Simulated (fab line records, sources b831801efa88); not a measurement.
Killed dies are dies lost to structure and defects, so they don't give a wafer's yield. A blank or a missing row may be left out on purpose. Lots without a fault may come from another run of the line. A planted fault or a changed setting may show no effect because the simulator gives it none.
Which tool did it? | flow sky130 | 13 lots, 39 wafers sampled, at 2 steps of a route of 708

WHAT THE GAUGES READ, wafer by wafer
SKY_VIA4_BOW_MEAS_03.
lot  | measured     | on            | VIA4_BOW (um)
L528 | day 41 23:55 | film_metro-01 | 82 95 96
L529 | day 42 11:17 | film_metro-04 | 75 83 85
L530 | day 42 16:31 | film_metro-04 | 97 90 90
L531 | day 42 23:26 | film_metro-04 | 75 65 74
L532 | day 43 10:25 | film_metro-01 | 71 78 80
L540 | day 45 14:08 | film_metro-02 | 73 77 77
L541 | day 46 04:05 | film_metro-02 | 74 78 75
L544 | day 46 14:50 | film_metro-04 | 95 87 79
L545 | day 46 16:11 | film_metro-02 | 71 71 66
L546 | day 46 21:57 | film_metro-02 | 82 71 76
L547 | day 47 07:14 | film_metro-01 | 82 89 86
L548 | day 47 12:13 | film_metro-04 | 78 79 72
L550 | day 47 21:41 | film_metro-02 | 79 80 83

WHICH TOOL RAN EACH LOT (tool, then ch and the chambers of the sampled wafers, then the start)
lot  | SKY_VIA1_STRIP_17
L528 | wet_bench-03 ch 2, day 34 01:58
L529 | wet_bench-03 ch 2, day 34 11:01
L530 | wet_bench-03 ch 3, day 34 20:08
L531 | wet_bench-03 ch 0, day 35 03:20
L532 | wet_bench-03 ch 3, day 35 14:13
L540 | wet_bench-03 ch 0, day 38 03:47
L541 | wet_bench-02 ch 0, day 38 22:02
L544 | wet_bench-02 ch 3, day 39 06:52
L545 | wet_bench-02 ch 0, day 39 10:46
L546 | wet_bench-03 ch 1, day 39 19:53
L547 | wet_bench-02 ch 3, day 40 04:08
L548 | wet_bench-03 ch 0, day 40 08:31
L550 | wet_bench-02 ch 0, day 41 01:34
- SKY_VIA1_STRIP_17: strips in post etch residue remover, time 1200 s.

WHAT THE TOOLS THEMSELVES READ (means of the sampled wafers that have a number; where no wafer has one, the mark that the record gives instead)
The record holds no such reading with a usual standard deviation.

THE ANSWER, worked out from the rows above alone
Rule: what is usual is taken from the lots themselves. Put in order of their means at a reading, lots are off if they are a third of the lots or fewer, leave a main group of 4 or more, and stand apart from it by a gap of 3 or more times the standard deviation of the main group's means; of several such gaps the widest counts. A main group whose means are all the same, to the digits that the tables above print for the reading, isn't used. A lot without any number at a reading at which 4 lots or more have one is off too. The other lots that the step has rows for count as sound. The gauges are gone through in route order, then the tools' own readings, and for those a lot's mean is taken as printed above. The first step at which some lot is off is used, and at that step the reading that is off furthest; a lot without a number counts as furthest.
No lot is off at any reading shown: from this, nothing can be told.

WHAT THE SIMULATOR HAD PUT IN
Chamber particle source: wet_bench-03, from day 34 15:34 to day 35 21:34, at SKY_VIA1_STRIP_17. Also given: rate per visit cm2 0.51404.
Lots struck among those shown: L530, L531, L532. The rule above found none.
